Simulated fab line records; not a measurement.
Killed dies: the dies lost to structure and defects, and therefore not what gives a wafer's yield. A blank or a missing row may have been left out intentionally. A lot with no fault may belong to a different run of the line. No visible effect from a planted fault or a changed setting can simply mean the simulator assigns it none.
Problem report, 8D (eight disciplines) form, completed by code / flow sky130 / the parts of the form that need people (team, actions taken, sign-off) are left out

== 1. THE PROBLEM ==
Across 9 wafers from 3 lots, SONOS_ONO_CVD_04_THK at SKY_SONOS_ONO_THK_MEAS_05 averages 6.85 nm, while fault-free wafers read 5.64 nm with a standard deviation of 0.11. That is +11 standard deviations from the usual mean.
Earliest sighting: wafer L873.4 on film_metro-02 at day 14 17:07. At this step, 39 wafers from 13 lots have a number in the record. Rule for "out", or "out of limits": more than 4 standard deviations from the usual mean. All remaining wafers that have a number are taken as sound.

== 2. WHAT IT IS, WHAT IT ISN'T ==
question=which readings at this step | is=SONOS_ONO_CVD_04_THK | is not=-
question=which lots | is=L873, L874, L875 | is not=L867, L868, L869, L870, L872, L883, L884, L885, L886, L887
question=which wafers of those lots | is=all that have a number | is not=-
question=read on which gauges | is=film_metro-02 | is not=film_metro-01, film_metro-03
question=when | is=from day 14 17:07 | is not=up to then (15 sound wafers); but 15 sound wafers of L883, L884, L885, L886, L887 came after

== 3. THE SUSPECTS, EACH WITH WHAT RULES IT OUT ==
Counting: a tool stays on the suspect list if, at a process step up to the reading, it processed all lots that are out and no sound lot following the first of them.
- the gauge at SKY_SONOS_ONO_THK_MEAS_05: kept. All the wafers that are out were read on film_metro-02, and no step on other tools shows them out.
- lpcvd-03 at SKY_SONOS_ONO_CVD_04 (deposits SiO2 from SiH4/N2O, target thk 5.7199 nm): ruled out as a lasting fault. After its first lot that is out, L873 (day 14 15:13), sound lots L883, L885, L884, L886, L887 ran on it.
The count leaves film_metro-02 at SKY_SONOS_ONO_THK_MEAS_05.

== 4. THE CAUSE (what the simulator had put in) ==
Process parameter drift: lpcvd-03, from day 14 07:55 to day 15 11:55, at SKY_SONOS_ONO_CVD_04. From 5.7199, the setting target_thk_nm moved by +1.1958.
The count ruled it out by mistake, since the rule takes a fault to strike every lot its tool runs from the start of the fault on, and this one did not do so.

== 5. THE CHAIN OF EFFECTS, in route order ==
Rows list readings where the struck wafers' mean (over those with a number) sits beyond 3 standard deviations from the usual. Only readings for which the record gives a usual standard deviation are gone through. hours: the time from each lot's start at the first step in this table that gives one to its start at this step, as a median over the lots. sigmas: the change in usual standard deviations.
hours=0; step=SKY_SONOS_ONO_THK_MEAS_05; reading=SONOS_ONO_CVD_04_THK; usual=5.64 nm; on struck wafers=6.85; change=+1.21; sigmas=+11

== 6. HOW IT WOULD HAVE BEEN CAUGHT EARLIER ==
The first out-of-limits reading at a measuring or inspecting step in this record came at day 14 17:07, 9 hours after the fault's start at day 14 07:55.
No tool reading at SKY_SONOS_ONO_CVD_04 that has a usual standard deviation in the record was out on any struck wafer, so an alarm limit of 4 standard deviations on those readings would not have fired.
